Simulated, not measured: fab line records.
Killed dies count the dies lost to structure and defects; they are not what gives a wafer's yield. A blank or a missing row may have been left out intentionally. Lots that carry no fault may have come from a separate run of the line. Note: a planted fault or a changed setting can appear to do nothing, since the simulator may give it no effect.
fab line records / flow gf180mcu
[record] lots = 6 wafers = 18 last-day = 32
route steps=602 shown TOP_METAL@568
lots with no fault: from the same line, run without faults
start-h: start of the lot's first displayed wafer, in hours after the record's first day / wait-h: hours from the lot's prior step to this one / " as in the row above / L1.1+2: one row covering several wafers at once / - no value present, or no start provided / * or withheld: withheld / < > ~ a bound
route shown NAME@n: a module of which the file shows steps, and the number in the route of the first / usual: the fault-free wafers' mean and standard deviation / same: alike in all rows / chamber/n: place in a boat / sites: readings site by site / _std_site: their standard deviation / _edge_site: mean of outer sites minus mean of inner sites / radius-mm: how far each site lies from the wafer's centre / mask NAME#n: copy n / behind: tool/chamber where the wafer was last shaped / hold: reason for holding the lot/hours on hold/outcome of the hold / device: the n, p or np transistor that did not switch / end of line: the same wafers' tests at the end of the route / a step given without rows: its recipe and nothing more / killed: dies that structure and defects cost at the first sort, which is not the same as the wafer's yield / map: a wafer's dies, marking killed ones x, the rest . and places with no die _
set.NAME: the setting the step ran with; set.NAME@STEP: the setting that earlier step ran with / model.NAME: the simulator's own value behind a step, which no gauge read
lots seen at some steps along the route; tables by step, rows by wafer
[[steps]]
[step GF_TOP_METAL_SPUTTER_01]
[recipe] material = TiN target-thk-nm = 30 power-w = 6500 time-s = 25 chamber-pressure-pa = 0.4
[usual] throttle-valve-pct = 29.7/1.4
lot.wafer=L565.1 tool=pvd-sputter-02 chamber=- start-h=639.93 wait-h=0.1 throttle-valve-pct=28.9
lot.wafer=L565.2 tool=pvd-sputter-02 chamber=- start-h=639.93 wait-h=0.1 throttle-valve-pct=28.1
lot.wafer=L565.3 tool=pvd-sputter-02 chamber=- start-h=639.93 wait-h=0.1 throttle-valve-pct=29.4
lot.wafer=L567.4 tool=pvd-sputter-02 chamber=- start-h=648.85 wait-h=0.0 throttle-valve-pct=28.9
lot.wafer=L567.5 tool=pvd-sputter-02 chamber=- start-h=648.85 wait-h=0.0 throttle-valve-pct=29.7
lot.wafer=L567.6 tool=pvd-sputter-02 chamber=- start-h=648.85 wait-h=0.0 throttle-valve-pct=28.2
lot.wafer=L570.2 tool=pvd-sputter-03 chamber=- start-h=683.09 wait-h=0.1 throttle-valve-pct=28.0
lot.wafer=L570.3 tool=pvd-sputter-03 chamber=- start-h=683.09 wait-h=0.1 throttle-valve-pct=32.4
lot.wafer=L570.6 tool=pvd-sputter-03 chamber=- start-h=683.09 wait-h=0.1 throttle-valve-pct=32.6
lot.wafer=L571.2 tool=pvd-sputter-01 chamber=- start-h=695.49 wait-h=0.1 throttle-valve-pct=29.9
lot.wafer=L571.5 tool=pvd-sputter-01 chamber=- start-h=695.49 wait-h=0.1 throttle-valve-pct=31.2
lot.wafer=L571.6 tool=pvd-sputter-01 chamber=- start-h=695.49 wait-h=0.1 throttle-valve-pct=29.8
lot.wafer=L576.1 tool=pvd-sputter-01 chamber=- start-h=725.37 wait-h=0.1 throttle-valve-pct=31.5
lot.wafer=L576.2 tool=pvd-sputter-01 chamber=- start-h=725.37 wait-h=0.1 throttle-valve-pct=28.0
lot.wafer=L576.4 tool=pvd-sputter-01 chamber=- start-h=725.37 wait-h=0.1 throttle-valve-pct=29.8
lot.wafer=L579.2 tool=pvd-sputter-02 chamber=- start-h=737.97 wait-h=0.1 throttle-valve-pct=28.0
lot.wafer=L579.3 tool=pvd-sputter-02 chamber=- start-h=737.97 wait-h=0.1 throttle-valve-pct=29.8
lot.wafer=L579.4 tool=pvd-sputter-02 chamber=- start-h=737.97 wait-h=0.1 throttle-valve-pct=29.9
[step GF_TOP_METAL_SPUTTER_02]
[recipe] material = AlCu target-thk-nm = 900 power-w = 10600 chamber-pressure-pa = 0.3 substrate-temp-c = 250 gas = Ar time-s = 47.82
[usual] throttle-valve-pct = 29.7/1.4
lot.wafer=L565.1 tool=pvd-sputter-02 chamber=- start-h=639.96 wait-h=0.0 throttle-valve-pct=29.0
lot.wafer=L565.2 tool=pvd-sputter-02 chamber=- start-h=639.96 wait-h=0.0 throttle-valve-pct=28.0
lot.wafer=L565.3 tool=pvd-sputter-02 chamber=- start-h=639.96 wait-h=0.0 throttle-valve-pct=29.8
lot.wafer=L567.4 tool=pvd-sputter-02 chamber=- start-h=648.88 wait-h=0.0 throttle-valve-pct=29.0
lot.wafer=L567.5 tool=pvd-sputter-02 chamber=- start-h=648.88 wait-h=0.0 throttle-valve-pct=29.6
lot.wafer=L567.6 tool=pvd-sputter-02 chamber=- start-h=648.88 wait-h=0.0 throttle-valve-pct=28.2
lot.wafer=L570.2 tool=pvd-sputter-03 chamber=- start-h=683.12 wait-h=0.0 throttle-valve-pct=28.3
lot.wafer=L570.3 tool=pvd-sputter-03 chamber=- start-h=683.12 wait-h=0.0 throttle-valve-pct=32.6
lot.wafer=L570.6 tool=pvd-sputter-03 chamber=- start-h=683.12 wait-h=0.0 throttle-valve-pct=32.4
lot.wafer=L571.2 tool=pvd-sputter-01 chamber=- start-h=695.52 wait-h=0.0 throttle-valve-pct=29.6
lot.wafer=L571.5 tool=pvd-sputter-01 chamber=- start-h=695.52 wait-h=0.0 throttle-valve-pct=31.3
lot.wafer=L571.6 tool=pvd-sputter-01 chamber=- start-h=695.52 wait-h=0.0 throttle-valve-pct=30.0
lot.wafer=L576.1 tool=pvd-sputter-01 chamber=- start-h=725.40 wait-h=0.0 throttle-valve-pct=31.3
lot.wafer=L576.2 tool=pvd-sputter-01 chamber=- start-h=725.40 wait-h=0.0 throttle-valve-pct=28.2
lot.wafer=L576.4 tool=pvd-sputter-01 chamber=- start-h=725.40 wait-h=0.0 throttle-valve-pct=30.0
lot.wafer=L579.2 tool=pvd-sputter-02 chamber=- start-h=738.00 wait-h=0.0 throttle-valve-pct=28.2
lot.wafer=L579.3 tool=pvd-sputter-02 chamber=- start-h=738.00 wait-h=0.0 throttle-valve-pct=29.8
lot.wafer=L579.4 tool=pvd-sputter-02 chamber=- start-h=738.00 wait-h=0.0 throttle-valve-pct=29.7
[step GF_TOP_METAL_SPUTTER_03]
[recipe] material = Ti target-thk-nm = 5 substrate-temp-c = 300 chamber-pressure-pa = 0.3 power-w = 3000 time-s = 3.3
[usual] throttle-valve-pct = 29.7/1.4
lot.wafer=L565.1 tool=pvd-sputter-02 chamber=- start-h=640.01 wait-h=0.0 throttle-valve-pct=29.3
lot.wafer=L565.2 tool=pvd-sputter-02 chamber=- start-h=640.01 wait-h=0.0 throttle-valve-pct=28.2
lot.wafer=L565.3 tool=pvd-sputter-02 chamber=- start-h=640.01 wait-h=0.0 throttle-valve-pct=29.5
lot.wafer=L567.4 tool=pvd-sputter-02 chamber=- start-h=648.91 wait-h=0.0 throttle-valve-pct=29.1
lot.wafer=L567.5 tool=pvd-sputter-02 chamber=- start-h=648.91 wait-h=0.0 throttle-valve-pct=29.4
lot.wafer=L567.6 tool=pvd-sputter-02 chamber=- start-h=648.91 wait-h=0.0 throttle-valve-pct=28.0
lot.wafer=L570.2 tool=pvd-sputter-03 chamber=- start-h=683.16 wait-h=0.0 throttle-valve-pct=28.3
lot.wafer=L570.3 tool=pvd-sputter-03 chamber=- start-h=683.16 wait-h=0.0 throttle-valve-pct=32.7
lot.wafer=L570.6 tool=pvd-sputter-03 chamber=- start-h=683.16 wait-h=0.0 throttle-valve-pct=32.4
lot.wafer=L571.2 tool=pvd-sputter-01 chamber=- start-h=695.56 wait-h=0.0 throttle-valve-pct=30.0
lot.wafer=L571.5 tool=pvd-sputter-01 chamber=- start-h=695.56 wait-h=0.0 throttle-valve-pct=31.0
lot.wafer=L571.6 tool=pvd-sputter-01 chamber=- start-h=695.56 wait-h=0.0 throttle-valve-pct=29.8
lot.wafer=L576.1 tool=pvd-sputter-01 chamber=- start-h=725.45 wait-h=0.0 throttle-valve-pct=31.0
lot.wafer=L576.2 tool=pvd-sputter-01 chamber=- start-h=725.45 wait-h=0.0 throttle-valve-pct=28.1
lot.wafer=L576.4 tool=pvd-sputter-01 chamber=- start-h=725.45 wait-h=0.0 throttle-valve-pct=29.8
lot.wafer=L579.2 tool=pvd-sputter-02 chamber=- start-h=738.04 wait-h=0.0 throttle-valve-pct=28.2
lot.wafer=L579.3 tool=pvd-sputter-02 chamber=- start-h=738.04 wait-h=0.0 throttle-valve-pct=29.9
lot.wafer=L579.4 tool=pvd-sputter-02 chamber=- start-h=738.04 wait-h=0.0 throttle-valve-pct=29.9
[step GF_TOP_METAL_SPUTTER_04]
[recipe] material = TiN target-thk-nm = 25 power-w = 6500 time-s = 20.8 chamber-pressure-pa = 0.4
[usual] throttle-valve-pct = 29.7/1.4
lot.wafer=L565.1 tool=pvd-sputter-02 chamber=- start-h=640.02 wait-h=0.0 throttle-valve-pct=29.3
lot.wafer=L565.2 tool=pvd-sputter-02 chamber=- start-h=640.02 wait-h=0.0 throttle-valve-pct=28.0
lot.wafer=L565.3 tool=pvd-sputter-02 chamber=- start-h=640.02 wait-h=0.0 throttle-valve-pct=29.7
lot.wafer=L567.4 tool=pvd-sputter-02 chamber=- start-h=648.94 wait-h=0.0 throttle-valve-pct=28.8
lot.wafer=L567.5 tool=pvd-sputter-02 chamber=- start-h=648.94 wait-h=0.0 throttle-valve-pct=29.6
lot.wafer=L567.6 tool=pvd-sputter-02 chamber=- start-h=648.94 wait-h=0.0 throttle-valve-pct=28.0
lot.wafer=L570.2 tool=pvd-sputter-03 chamber=- start-h=683.18 wait-h=0.0 throttle-valve-pct=28.1
lot.wafer=L570.3 tool=pvd-sputter-03 chamber=- start-h=683.18 wait-h=0.0 throttle-valve-pct=32.4
lot.wafer=L570.6 tool=pvd-sputter-03 chamber=- start-h=683.18 wait-h=0.0 throttle-valve-pct=32.9
lot.wafer=L571.2 tool=pvd-sputter-01 chamber=- start-h=695.58 wait-h=0.0 throttle-valve-pct=29.7
lot.wafer=L571.5 tool=pvd-sputter-01 chamber=- start-h=695.58 wait-h=0.0 throttle-valve-pct=31.3
lot.wafer=L571.6 tool=pvd-sputter-01 chamber=- start-h=695.58 wait-h=0.0 throttle-valve-pct=29.4
lot.wafer=L576.1 tool=pvd-sputter-01 chamber=- start-h=725.46 wait-h=0.0 throttle-valve-pct=31.2
lot.wafer=L576.2 tool=pvd-sputter-01 chamber=- start-h=725.46 wait-h=0.0 throttle-valve-pct=27.6
lot.wafer=L576.4 tool=pvd-sputter-01 chamber=- start-h=725.46 wait-h=0.0 throttle-valve-pct=29.9
lot.wafer=L579.2 tool=pvd-sputter-02 chamber=- start-h=738.06 wait-h=0.0 throttle-valve-pct=28.1
lot.wafer=L579.3 tool=pvd-sputter-02 chamber=- start-h=738.06 wait-h=0.0 throttle-valve-pct=29.8
lot.wafer=L579.4 tool=pvd-sputter-02 chamber=- start-h=738.06 wait-h=0.0 throttle-valve-pct=29.9
[step GF_TOP_METAL_RS_MEAS_05]
[recipe] thk-meas-gauge = four-point-probe reads = TiN_of_TOP_METAL_SPUTTER_04+Ti_of_TOP_METAL_SPUTTER_03+AlCu_of_TOP_METAL_SPUTTER_02+TiN_of_TOP_METAL_SPUTTER_01+Ti_of_TOP_METAL_SPUTTER_00
[usual] TOP_METAL_ALCU_RS = 0.0329/0.00034
lot.wafer=L565.1 tool=film-metro-04 chamber=- start-h=640.05 wait-h=0.0 TOP_METAL_ALCU_RS[ohm/sq]=0.0321
lot.wafer=L565.2 tool=film-metro-04 chamber=- start-h=640.05 wait-h=0.0 TOP_METAL_ALCU_RS[ohm/sq]=0.0324
lot.wafer=L565.3 tool=film-metro-04 chamber=- start-h=640.05 wait-h=0.0 TOP_METAL_ALCU_RS[ohm/sq]=0.0326
lot.wafer=L567.4 tool=film-metro-03 chamber=- start-h=649.01 wait-h=0.1 TOP_METAL_ALCU_RS[ohm/sq]=0.0328
lot.wafer=L567.5 tool=film-metro-03 chamber=- start-h=649.01 wait-h=0.1 TOP_METAL_ALCU_RS[ohm/sq]=0.0331
lot.wafer=L567.6 tool=film-metro-03 chamber=- start-h=649.01 wait-h=0.1 TOP_METAL_ALCU_RS[ohm/sq]=0.0324
lot.wafer=L570.2 tool=film-metro-04 chamber=- start-h=683.23 wait-h=0.0 TOP_METAL_ALCU_RS[ohm/sq]=0.0329
lot.wafer=L570.3 tool=film-metro-04 chamber=- start-h=683.23 wait-h=0.0 TOP_METAL_ALCU_RS[ohm/sq]=0.0327
lot.wafer=L570.6 tool=film-metro-04 chamber=- start-h=683.23 wait-h=0.0 TOP_METAL_ALCU_RS[ohm/sq]=0.0329
lot.wafer=L571.2 tool=film-metro-01 chamber=- start-h=695.63 wait-h=0.0 TOP_METAL_ALCU_RS[ohm/sq]=0.0330
lot.wafer=L571.5 tool=film-metro-01 chamber=- start-h=695.63 wait-h=0.0 TOP_METAL_ALCU_RS[ohm/sq]=0.0325
lot.wafer=L571.6 tool=film-metro-01 chamber=- start-h=695.63 wait-h=0.0 TOP_METAL_ALCU_RS[ohm/sq]=0.0329
lot.wafer=L576.1 tool=film-metro-03 chamber=- start-h=725.49 wait-h=0.0 TOP_METAL_ALCU_RS[ohm/sq]=0.0326
lot.wafer=L576.2 tool=film-metro-03 chamber=- start-h=725.49 wait-h=0.0 TOP_METAL_ALCU_RS[ohm/sq]=0.0334
lot.wafer=L576.4 tool=film-metro-03 chamber=- start-h=725.49 wait-h=0.0 TOP_METAL_ALCU_RS[ohm/sq]=0.0330
lot.wafer=L579.2 tool=film-metro-01 chamber=- start-h=738.11 wait-h=0.0 TOP_METAL_ALCU_RS[ohm/sq]=0.0328
lot.wafer=L579.3 tool=film-metro-01 chamber=- start-h=738.11 wait-h=0.0 TOP_METAL_ALCU_RS[ohm/sq]=0.0332
lot.wafer=L579.4 tool=film-metro-01 chamber=- start-h=738.11 wait-h=0.0 TOP_METAL_ALCU_RS[ohm/sq]=0.0330
[step GF_TOP_METAL_THK_MEAS_06]
[recipe] thk-meas-gauge = xrf reads = AlCu_of_TOP_METAL_SPUTTER_02
[usual] TOP_METAL_ALCU_THK = 888/11
lot.wafer=L565.1 tool=film-metro-04 chamber=- start-h=640.17 wait-h=0.1 TOP_METAL_ALCU_THK[nm]=916
lot.wafer=L565.2 tool=film-metro-04 chamber=- start-h=640.17 wait-h=0.1 TOP_METAL_ALCU_THK[nm]=905
lot.wafer=L565.3 tool=film-metro-04 chamber=- start-h=640.17 wait-h=0.1 TOP_METAL_ALCU_THK[nm]=898
lot.wafer=L567.4 tool=film-metro-03 chamber=- start-h=649.10 wait-h=0.1 TOP_METAL_ALCU_THK[nm]=888
lot.wafer=L567.5 tool=film-metro-03 chamber=- start-h=649.10 wait-h=0.1 TOP_METAL_ALCU_THK[nm]=875
lot.wafer=L567.6 tool=film-metro-03 chamber=- start-h=649.10 wait-h=0.1 TOP_METAL_ALCU_THK[nm]=899
lot.wafer=L570.2 tool=film-metro-04 chamber=- start-h=683.34 wait-h=0.1 TOP_METAL_ALCU_THK[nm]=892
lot.wafer=L570.3 tool=film-metro-04 chamber=- start-h=683.34 wait-h=0.1 TOP_METAL_ALCU_THK[nm]=897
lot.wafer=L570.6 tool=film-metro-04 chamber=- start-h=683.34 wait-h=0.1 TOP_METAL_ALCU_THK[nm]=889
lot.wafer=L571.2 tool=film-metro-01 chamber=- start-h=695.74 wait-h=0.1 TOP_METAL_ALCU_THK[nm]=883
lot.wafer=L571.5 tool=film-metro-01 chamber=- start-h=695.74 wait-h=0.1 TOP_METAL_ALCU_THK[nm]=904
lot.wafer=L571.6 tool=film-metro-01 chamber=- start-h=695.74 wait-h=0.1 TOP_METAL_ALCU_THK[nm]=885
lot.wafer=L576.1 tool=film-metro-03 chamber=- start-h=725.61 wait-h=0.1 TOP_METAL_ALCU_THK[nm]=895
lot.wafer=L576.2 tool=film-metro-03 chamber=- start-h=725.61 wait-h=0.1 TOP_METAL_ALCU_THK[nm]=874
lot.wafer=L576.4 tool=film-metro-03 chamber=- start-h=725.61 wait-h=0.1 TOP_METAL_ALCU_THK[nm]=886
lot.wafer=L579.2 tool=film-metro-01 chamber=- start-h=738.22 wait-h=0.1 TOP_METAL_ALCU_THK[nm]=888
lot.wafer=L579.3 tool=film-metro-01 chamber=- start-h=738.22 wait-h=0.1 TOP_METAL_ALCU_THK[nm]=878
lot.wafer=L579.4 tool=film-metro-01 chamber=- start-h=738.22 wait-h=0.1 TOP_METAL_ALCU_THK[nm]=885
[step GF_TOP_METAL_DEHYDRATE_07]
[recipe] temp-c = 200 time-s = 60
[step GF_TOP_METAL_HMDS_08]
[recipe] prime-time-s = 60 prime-temp-c = 120
[step GF_TOP_METAL_COAT_09]
[recipe] resist = NOVOLAK spin-rpm = 3000 resist-thk-nm = 1500
[step GF_TOP_METAL_SOFTBAKE_10]
[recipe] temp-c = 90 time-s = 60 resist = NOVOLAK
[step GF_TOP_METAL_EXPOSE_11]
[recipe] mask-id = MetalTop target-cd-nm = 440 na = 0.6 source-shape = conventional sigma-outer = 0.6 dose-mj = 170
[step GF_TOP_METAL_PEB_12]
[recipe] temp-c = withheld time-s = * resist = NOVOLAK
[step GF_TOP_METAL_DEVELOP_13]
[recipe] develop-time-s = 60 dev-temp-c = 23
[usual] chill-plate-temp-C = 22.98/0.12 develop-time-s = 60/0
lot.wafer=L565.1 tool=litho-track-03 chamber=0 start-h=659.46 wait-h=0.1 chill-plate-temp-C=22.82 develop-time-s=60
lot.wafer=L565.2 tool=litho-track-03 chamber=0 start-h=659.46 wait-h=0.1 chill-plate-temp-C=22.79 develop-time-s=60
lot.wafer=L565.3 tool=litho-track-03 chamber=0 start-h=659.46 wait-h=0.1 chill-plate-temp-C=22.74 develop-time-s=60
lot.wafer=L567.4 tool=litho-track-02 chamber=0 start-h=668.12 wait-h=0.1 chill-plate-temp-C=23.02 develop-time-s=60
lot.wafer=L567.5 tool=litho-track-02 chamber=0 start-h=668.12 wait-h=0.1 chill-plate-temp-C=22.85 develop-time-s=60
lot.wafer=L567.6 tool=litho-track-02 chamber=0 start-h=668.12 wait-h=0.1 chill-plate-temp-C=22.98 develop-time-s=60
lot.wafer=L570.2 tool=litho-track-02 chamber=- start-h=701.77 wait-h=0.1 chill-plate-temp-C=- develop-time-s=-
lot.wafer=L570.3 tool=litho-track-02 chamber=- start-h=701.77 wait-h=0.1 chill-plate-temp-C=- develop-time-s=-
lot.wafer=L570.6 tool=litho-track-02 chamber=- start-h=701.77 wait-h=0.1 chill-plate-temp-C=- develop-time-s=-
lot.wafer=L571.2 tool=litho-track-01 chamber=- start-h=714.16 wait-h=0.1 chill-plate-temp-C=- develop-time-s=-
lot.wafer=L571.5 tool=litho-track-01 chamber=- start-h=714.16 wait-h=0.1 chill-plate-temp-C=- develop-time-s=-
lot.wafer=L571.6 tool=litho-track-01 chamber=- start-h=714.16 wait-h=0.1 chill-plate-temp-C=- develop-time-s=-
lot.wafer=L576.1 tool=litho-track-01 chamber=0 start-h=742.88 wait-h=0.1 chill-plate-temp-C=23.07 develop-time-s=60
lot.wafer=L576.2 tool=litho-track-01 chamber=0 start-h=742.88 wait-h=0.1 chill-plate-temp-C=23.04 develop-time-s=60
lot.wafer=L576.4 tool=litho-track-01 chamber=0 start-h=742.88 wait-h=0.1 chill-plate-temp-C=23.03 develop-time-s=60
lot.wafer=L579.2 tool=litho-track-02 chamber=0 start-h=754.87 wait-h=0.1 chill-plate-temp-C=22.95 develop-time-s=60
lot.wafer=L579.3 tool=litho-track-02 chamber=0 start-h=754.87 wait-h=0.1 chill-plate-temp-C=22.89 develop-time-s=60
lot.wafer=L579.4 tool=litho-track-02 chamber=0 start-h=754.87 wait-h=0.1 chill-plate-temp-C=22.99 develop-time-s=60
[step GF_TOP_METAL_CD_MEAS_14]
[recipe] target-cd-nm = 440
[usual] cd-nm = 440.7/2.1
lot.wafer=L565.1 tool=cd-sem-01 chamber=- start-h=659.61 wait-h=0.1 cd-nm=442.2
lot.wafer=L565.2 tool=cd-sem-01 chamber=- start-h=659.61 wait-h=0.1 cd-nm=438.2
lot.wafer=L565.3 tool=cd-sem-01 chamber=- start-h=659.61 wait-h=0.1 cd-nm=441.9
lot.wafer=L567.4 tool=cd-sem-01 chamber=- start-h=668.26 wait-h=0.1 cd-nm=441.8
lot.wafer=L567.5 tool=cd-sem-01 chamber=- start-h=668.26 wait-h=0.1 cd-nm=443.0
lot.wafer=L567.6 tool=cd-sem-01 chamber=- start-h=668.26 wait-h=0.1 cd-nm=444.1
lot.wafer=L570.2 tool=cd-sem-02 chamber=- start-h=701.92 wait-h=0.1 cd-nm=-
lot.wafer=L570.3 tool=cd-sem-02 chamber=- start-h=701.92 wait-h=0.1 cd-nm=-
lot.wafer=L570.6 tool=cd-sem-02 chamber=- start-h=701.92 wait-h=0.1 cd-nm=-
lot.wafer=L571.2 tool=cd-sem-02 chamber=- start-h=714.30 wait-h=0.1 cd-nm=-
lot.wafer=L571.5 tool=cd-sem-02 chamber=- start-h=714.30 wait-h=0.1 cd-nm=-
lot.wafer=L571.6 tool=cd-sem-02 chamber=- start-h=714.30 wait-h=0.1 cd-nm=-
lot.wafer=L576.1 tool=cd-sem-02 chamber=- start-h=743.03 wait-h=0.1 cd-nm=444.5
lot.wafer=L576.2 tool=cd-sem-02 chamber=- start-h=743.03 wait-h=0.1 cd-nm=443.9
lot.wafer=L576.4 tool=cd-sem-02 chamber=- start-h=743.03 wait-h=0.1 cd-nm=445.7
lot.wafer=L579.2 tool=cd-sem-01 chamber=- start-h=755.02 wait-h=0.1 cd-nm=439.8
lot.wafer=L579.3 tool=cd-sem-01 chamber=- start-h=755.02 wait-h=0.1 cd-nm=438.3
lot.wafer=L579.4 tool=cd-sem-01 chamber=- start-h=755.02 wait-h=0.1 cd-nm=437.6
[[key]]
[first-sign] step = GF_TOP_METAL_DEVELOP_13 reading = tool-record direction = missing
effect none on later readings
met-at GF_TOP_METAL_DEVELOP_13
struck-wafers L570.2,L570.3,L570.6,L571.2,L571.5,L571.6
later-rows-left-out L570.2,L570.3,L570.6,L571.2,L571.5,L571.6
sort-left-out L570.2,L570.3,L570.6,L571.2,L571.5,L571.6
onset-between 668.12 701.77
[fault] kind = skipped-step-whole tool = litho-track-01,litho-track-02 chamber = - onset-h = 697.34 steps = GF_TOP_METAL_DEVELOP_13 scope = struck-lots-only
// sort-left-out: the simulated sort isn't trusted on such a fault, so these wafers' sort isn't shown, and their yield isn't known
// later-rows-left-out: the simulator's readings of these wafers behind a module that went badly wrong aren't trusted and aren't shown, but for the sort
